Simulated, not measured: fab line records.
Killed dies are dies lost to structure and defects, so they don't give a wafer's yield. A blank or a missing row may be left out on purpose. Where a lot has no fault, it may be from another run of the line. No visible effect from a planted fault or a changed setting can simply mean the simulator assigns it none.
A single fault, viewed from 2 desks / flow gf180mcu / every desk sees just its own numbers, and what lay behind them comes last

## THE TOOL OWNER'S DESK: pvd-sputter-01
The tool's own readings at GF_M3_SPUTTER_00 (material Ti, target thk 37.5 nm, time 150 s): means of the sampled wafers that have a number, for each lot that ran on this tool. Marked OUT: a lot whose mean sits more than 4 standard deviations from the usual mean, which makes it out of limits; the brackets give that distance.
Columns: A = substrate-temp-c at GF_M3_SPUTTER_00, usual 200.01 C; B = throttle-valve-pct at GF_M3_SPUTTER_00, usual 29.8 %
lot=L412; first seen here=day 20 18:49; A=199.82; B=29.9
lot=L414; first seen here=day 21 22:41; A=200.02; B=29.3
lot=L416; first seen here=day 22 14:17; A=200.05; B=29.9
lot=L417; first seen here=day 22 19:10; A=200.07; B=29.7
lot=L418; first seen here=day 23 15:17; A=199.96; B=29.8
lot=L422; first seen here=day 24 23:41; A=199.97; B=29.1
lot=L429; first seen here=day 27 20:01; A=200.15; B=29.8
lot=L430; first seen here=day 27 20:53; A=199.88; B=29.9
Finding of this desk: none of the 8 lots has anything out of limits.

## METROLOGY DESK
What the gauges read for every lot (on any tool): the sampled wafers with a number, averaged. Marked OUT: a lot whose mean sits more than 4 standard deviations from the usual mean, which makes it out of limits; the brackets give that distance.
Columns: A = TOP_METAL_ALCU_RS at GF_TOP_METAL_RS_MEAS_05, usual 0.0328 ohm/sq
lot=L411; first seen here=day 27 02:55; A=0.0325
lot=L412; first seen here=day 27 19:50; A=0.0327
lot=L413; first seen here=day 28 16:40; A=0.0325
lot=L414; first seen here=day 28 18:59; A=0.0326
lot=L416; first seen here=day 29 05:55; A=0.0328
lot=L417; first seen here=day 29 12:40; A=0.0330
lot=L418; first seen here=day 30 03:53; A=0.0333
lot=L419; first seen here=day 30 08:50; A=0.0328
lot=L420; first seen here=day 30 12:38; A=0.0328
lot=L422; first seen here=day 31 04:40; A=0.0334
lot=L430; first seen here=day 33 13:47; A=0.0327
lot=L429; first seen here=day 33 16:12; A=0.0325
lot=L434; first seen here=day 34 06:18; A=0.0333
Finding of this desk: none of the 13 lots has anything out of limits.

## TAKEN TOGETHER
Nothing out of limits was seen by the tool owner's desk.
Nothing out of limits was seen by the metrology desk.

## WHAT WAS PUT IN BY THE SIMULATOR
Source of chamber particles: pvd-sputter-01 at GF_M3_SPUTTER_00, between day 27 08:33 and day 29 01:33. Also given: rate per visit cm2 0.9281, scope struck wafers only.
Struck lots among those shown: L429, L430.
